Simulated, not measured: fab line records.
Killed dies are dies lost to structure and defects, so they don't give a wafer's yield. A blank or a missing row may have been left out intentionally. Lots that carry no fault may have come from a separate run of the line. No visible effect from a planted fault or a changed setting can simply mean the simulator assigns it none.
Check of tool commonality | flow gf180mcu | 12 lots and 36 wafers in the sample

== WHY IT WAS OPENED ==
On 3 of the 12 lots, a flag is raised at GF_M5_CD_MEAS_07 on the reading cd_nm. Wafers without a fault read 280.5 nm, standard deviation 1.1.
Rule: a lot is flagged when every wafer of it that has a number lies more than 4 standard deviations from that mean, or none has a number. The rest of the lots are taken to be sound.

lot  | measured     | on        | cd_nm (nm), wafer by wafer | flag
L780 | day 26 08:02 | cd_sem-01 | 281.2 282.1 280.9          |
L781 | day 26 20:13 | cd_sem-01 | 280.5 281.2 279.5          |
L782 | day 26 20:52 | cd_sem-01 | 279.4 279.6 281.1          |
L784 | day 27 15:12 | cd_sem-01 | 280.2 280.2 280.0          |
L785 | day 27 22:17 | cd_sem-02 | 280.9 281.5 281.1          |
L787 | day 28 15:11 | cd_sem-01 | 279.4 279.4 279.9          |
L789 | day 29 08:57 | cd_sem-02 | 280.7 281.3 281.0          |
L791 | day 29 17:52 | cd_sem-01 | 281.2 280.2 281.8          |
L793 | day 30 05:36 | cd_sem-01 | 281.9 281.1 280.7          |
L797 | day 31 09:18 | cd_sem-02 | 271.1 270.6 270.8          | FLAGGED
L798 | day 32 00:49 | cd_sem-02 | 272.0 271.2 271.4          | FLAGGED
L800 | day 32 05:31 | cd_sem-02 | 270.2 271.2 269.9          | FLAGGED
The numbers of the flagged lots are 270.9 nm on average: -9.6 nm against the usual, or -9 standard deviations.

== TOOL THAT RAN EACH LOT ==
2 process steps preceding the reading are held in the record, out of 602 steps in the route. Read each cell as the tool, then ch plus the chambers that the sampled wafers visited, then the start.
lot  | flag    | GF_MIM_SPUTTER_07            | GF_M5_PEB_05
L780 |         | pvd_sputter-02, day 24 14:13 | litho_track-02 ch 0, day 26 07:41
L781 |         | pvd_sputter-03, day 25 01:28 | litho_track-03 ch 0, day 26 19:52
L782 |         | pvd_sputter-03, day 25 01:54 | litho_track-03 ch 0, day 26 20:31
L784 |         | pvd_sputter-01, day 25 22:11 | litho_track-02 ch 0, day 27 14:52
L785 |         | pvd_sputter-01, day 26 04:41 | litho_track-03 ch 0, day 27 21:56
L787 |         | pvd_sputter-02, day 26 22:31 | litho_track-04 ch 0, day 28 14:50
L789 |         | pvd_sputter-01, day 27 18:07 | litho_track-04 ch 0, day 29 08:37
L791 |         | pvd_sputter-01, day 28 03:03 | litho_track-03 ch 0, day 29 17:33
L793 |         | pvd_sputter-02, day 28 14:59 | litho_track-03 ch 0, day 30 05:15
L797 | FLAGGED | pvd_sputter-03, day 29 20:23 | litho_track-03 ch 0, day 31 08:57
L798 | FLAGGED | pvd_sputter-01, day 30 13:37 | litho_track-03 ch 0, day 32 00:29
L800 | FLAGGED | pvd_sputter-01, day 30 18:20 | litho_track-03 ch 0, day 32 05:12
What is done by these steps:
- GF_MIM_SPUTTER_07: material TiN, target thk 60 nm, time 50 s.
- GF_M5_PEB_05: peb time 90 s.
- GF_M5_CD_MEAS_07: target cd 280 nm.

== FLAGGED AGAINST TOTAL, ONE TOOL AT A TIME (gauges that did the reading follow at the end) ==
step              | tool           | lots run | flagged | share of the flagged lots | sound lots run after its first flagged lot
GF_MIM_SPUTTER_07 | pvd_sputter-01 | 6        | 2       | some                      | 0
GF_MIM_SPUTTER_07 | pvd_sputter-02 | 3        | 0       | none                      | -
GF_MIM_SPUTTER_07 | pvd_sputter-03 | 3        | 1       | some                      | 0
GF_M5_PEB_05      | litho_track-02 | 2        | 0       | none                      | -
GF_M5_PEB_05      | litho_track-03 | 8        | 3       | all                       | 0
GF_M5_PEB_05      | litho_track-04 | 2        | 0       | none                      | -
GF_M5_CD_MEAS_07  | cd_sem-01      | 7        | 0       | none                      | -
GF_M5_CD_MEAS_07  | cd_sem-02      | 5        | 3       | all                       | 0

== WHAT THE TABLE PERMITS ==
2 rows of the table ran every flagged lot: litho_track-03 at GF_M5_PEB_05, cd_sem-02 at GF_M5_CD_MEAS_07.
- litho_track-03 at GF_M5_PEB_05: 3 of its 8 lots flagged. A fault beginning between L793 (day 30 05:15), its last sound lot, and L797 (day 31 08:57), its first flagged one, fits the data. Its own readings lie more than 4 standard deviations out on every wafer of the flagged lots: heater_power_total_W, plate_temp_C.
- cd_sem-02 at GF_M5_CD_MEAS_07: 3 of its 5 lots flagged. A fault beginning between L789 (day 29 08:57), its last sound lot, and L797 (day 31 09:18), its first flagged one, fits the data.
These 2 tools cannot be told apart by counting lots, since each of them fits a fault that started at some hour. More lots, or a look at what each step does to the wafer, might.

== WHAT THE SIMULATOR HAD INSERTED ==
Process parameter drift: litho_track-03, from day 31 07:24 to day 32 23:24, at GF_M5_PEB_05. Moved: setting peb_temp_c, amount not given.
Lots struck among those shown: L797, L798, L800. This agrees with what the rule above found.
